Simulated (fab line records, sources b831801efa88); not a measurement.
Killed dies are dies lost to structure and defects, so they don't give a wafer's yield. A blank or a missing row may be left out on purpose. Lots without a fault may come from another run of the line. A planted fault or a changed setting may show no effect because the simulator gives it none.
Split-lot experiment | flow sky130 | 5 lots, 23 wafers read, on a route of 708 steps

THE SPLIT
At SKY_VT_ADJUST_HVTP_IMPLANT_09, the setting energy_kev was moved away from the recipe's 150 on 6 of the 23 wafers read, by -2.0% to +5.7%. The other wafers ran this setting at the recipe's value.

FROM THE SPLIT TO THE READING: what the file shows between them, 1 step
- SKY_VT_ADJUST_HVTP_STRIP_10: strips in O2/N2

THE READING
VT_ADJUST_HVTP_TW, at SKY_VT_ADJUST_HVTP_TW_MEAS_11. Fault-free wafers of this fab line usually give 1353, standard deviation 10.

wafer  | tool, chamber at the split | energy_kev as run | against the recipe | VT_ADJUST_HVTP_TW | against lot-mates on the recipe
L075.1 | implanter-01, 0            | 150               | recipe             | 1348              | -
L075.2 | implanter-01, 0            | 150               | recipe             | 1348              | -
L075.3 | implanter-01, 0            | 150               | recipe             | 1352              | -
L075.4 | implanter-01, 0            | 150               | recipe             | 1348              | -
L075.6 | implanter-01, 0            | 150               | recipe             | 1342              | -
L078.1 | implanter-01, 0            | 150               | recipe             | 1347              | -
L078.2 | implanter-01, 0            | 147               | -2.0%              | 1333              | -17
L078.3 | implanter-01, 0            | 150               | recipe             | 1351              | -
L078.4 | implanter-01, 0            | 147               | -2.0%              | 1335              | -15
L078.6 | implanter-01, 0            | 150               | recipe             | 1351              | -
L079.2 | implanter-02, 0            | 150               | recipe             | 1351              | -
L079.3 | implanter-02, 0            | 158.6             | +5.7%              | 1369              | +23
L079.4 | implanter-02, 0            | 158.6             | +5.7%              | 1366              | +20
L079.5 | implanter-02, 0            | 150               | recipe             | 1341              | -
L079.6 | implanter-02, 0            | 150               | recipe             | 1347              | -
L080.1 | implanter-03, 0            | 150               | recipe             | 1350              | -
L080.5 | implanter-03, 0            | 150               | recipe             | 1350              | -
L080.6 | implanter-03, 0            | 150               | recipe             | 1357              | -
L081.1 | implanter-02, 0            | 150               | recipe             | 1348              | -
L081.2 | implanter-02, 0            | 150               | recipe             | 1348              | -
L081.4 | implanter-02, 0            | 152.9             | +1.9%              | 1354              | +5
L081.5 | implanter-02, 0            | 152.9             | +1.9%              | 1360              | +11
L081.6 | implanter-02, 0            | 150               | recipe             | 1351              | -

THE FIT
A straight line over all 23 wafers: VT_ADJUST_HVTP_TW changes by +3.88 for each +1% of energy_kev; r = +0.87; the points scatter about the line by 4.1.
The same after taking each lot's own level away (the mean of its wafers on the recipe; 23 wafers): +4.27 for each +1%; r = +0.91; scatter 3.6.
On that fit, the largest move of energy_kev shifts the reading by 24.
The lots' own levels span 1346.3 to 1352.3, that is 0.6 times the standard deviation above.
So the lot-to-lot level changes the slope little: the two slopes agree.
Check: with one of the wafers moved furthest among these (+5.7%) left out of the fit, the line predicts +24.2 for it against its lot-mates. It came out at +22.7 against them.

OTHER SPLITS ON THESE WAFERS
These wafers also went through other splits before the reading. Each is held against what the fit with the lots' levels taken away leaves over:
other split on the same wafers    | wafers away from the commonest value | r with VT_ADJUST_HVTP_TW (lot level and that fit taken away)
SKY_FIELD_ISO_OXIDATION_01 temp_c | 18                                   | -0.21
SKY_FIELD_ISO_ETCH_14 time_s      | 11                                   | -0.09
SKY_PWDE_IMPLANT_08 energy_kev    | 9                                    | -0.09
SKY_NWELL_COAT_05 resist_thk_nm   | 9                                    | -0.13
SKY_NWELL_IMPLANT_11 energy_kev   | 7                                    | -0.12
SKY_NWELL_IMPLANT_24 dose_cm2     | 8                                    | -0.05

THE WHOLE CHAIN: every reading that the file lists as answering this split, in the file's order
step                          | what it does | reading                                                         | change (the file's fit)               | r (the file's)
SKY_VT_ADJUST_HVTP_IMPLANT_09 |              | implant.rp_nm (the simulator's own value, which no gauge read)  | +0.801 nm for each +1% of the setting | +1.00
SKY_VT_ADJUST_HVTP_IMPLANT_09 |              | implant.drp_nm (the simulator's own value, which no gauge read) | +0.276 nm for each +1% of the setting | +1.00
SKY_VT_ADJUST_HVTP_TW_MEAS_11 |              | VT_ADJUST_HVTP_TW                                               | +4.2 for each +1% of the setting      | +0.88

THE FILE'S OWN FIT
VT_ADJUST_HVTP_TW changes by +4.2 for each +1% of energy_kev, r = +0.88.
